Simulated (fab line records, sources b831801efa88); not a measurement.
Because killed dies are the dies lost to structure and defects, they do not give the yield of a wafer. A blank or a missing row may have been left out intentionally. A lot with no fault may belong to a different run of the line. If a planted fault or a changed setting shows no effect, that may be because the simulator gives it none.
The same fault as seen by 2 desks / flow sky130 / numbers are kept per desk, each desk with only its own; the story behind them comes last

== FOR THE TOOL OWNER'S DESK: rie diel-03 ==
The tool's own readings at SKY_POLY_CUT_ETCH_10 (etches BARC in N2/H2, stops on SiO2, time 45.9 s, target depth 60 nm): means of the sampled wafers that have a number, for each lot that ran on this tool. The brackets show how far a lot's mean lies from the usual mean; more than 4 standard deviations puts the lot out of limits, marked OUT.
Columns: A = bias w at SKY_POLY_CUT_ETCH_10, usual 100.04 W; B = drypump motor current A at SKY_POLY_CUT_ETCH_10, usual 5.8 A; C = oes product au at SKY_POLY_CUT_ETCH_10, usual 0.854 a.u.; D = run length s at SKY_POLY_CUT_ETCH_10, usual 74.2 s; E = throttle valve pct at SKY_POLY_CUT_ETCH_10, usual 13.225 %
lot=L681; first seen here=day 27 17:07; A=99.99; B=5.5; C=0.853; D=74.6; E=13.232
lot=L692; first seen here=day 30 23:40; A=99.90; B=5.8; C=0.828 (-5.3) OUT; D=77.3 (+7.9) OUT; E=13.221
lot=L693; first seen here=day 31 03:22; A=99.80; B=6.1; C=0.834 (-4.0) OUT; D=76.5 (+5.9) OUT; E=13.219
lot=L694; first seen here=day 31 09:27; A=99.83; B=5.7; C=0.835; D=77.1 (+7.4) OUT; E=13.231
This desk's verdict: out of limits on L692, L693, L694, starting with L692 at day 30 23:40 (oes product au at SKY_POLY_CUT_ETCH_10). L681 stayed within limits.

== METROLOGY DESK ==
What the gauges read, lot by lot, whatever tool the lot ran on: means of the sampled wafers that have a number. The brackets show how far a lot's mean lies from the usual mean; more than 4 standard deviations puts the lot out of limits, marked OUT.
Columns: A = SPACER_CVD_00_THK at SKY_SPACER_THK_MEAS_01, usual 43.2 nm; B = cd nm at SKY_POLY_CUT_CD_MEAS_08, usual 270.0 nm; C = POLY_CUT_OVL at SKY_POLY_CUT_OVL_MEAS_09, usual -1 nm
lot=L674; first seen here=day 22 21:39; A=42.4; B=268.9; C=-3
lot=L677; first seen here=day 24 11:49; A=43.0; B=271.3; C=-2
lot=L680; first seen here=day 25 19:13; A=43.6; B=268.5; C=2
lot=L681; first seen here=day 26 12:43; A=43.8; B=271.8; C=-1
lot=L692; first seen here=day 29 19:33; A=43.8; B=268.7; C=6
lot=L693; first seen here=day 29 23:08; A=42.9; B=273.0; C=-1
lot=L694; first seen here=day 30 05:38; A=43.3; B=267.9; C=8
Result from this desk: across the 7 lots, nothing is out of limits.

== ALL TOGETHER ==
The tool owner's desk had the chance to raise an alarm at day 30 23:40 on L692, L693, L694.
From the metrology desk's view, nothing was out of limits.
The metrology desk holds a record of L692, L693, L694, inside its limits.
SKY_POLY_CUT_ETCH_10 was run on rie diel-03 by each of the lots named.

== WHAT THE SIMULATOR HAD PUT IN ==
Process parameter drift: rie diel-03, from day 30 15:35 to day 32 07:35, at SKY_POLY_CUT_ETCH_10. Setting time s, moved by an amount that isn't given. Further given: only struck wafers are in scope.
Shown lots that were struck: L692, L693, L694.
Delay in hours, fault start to first out-of-limits reading, by desk: the tool owner's desk at 8.
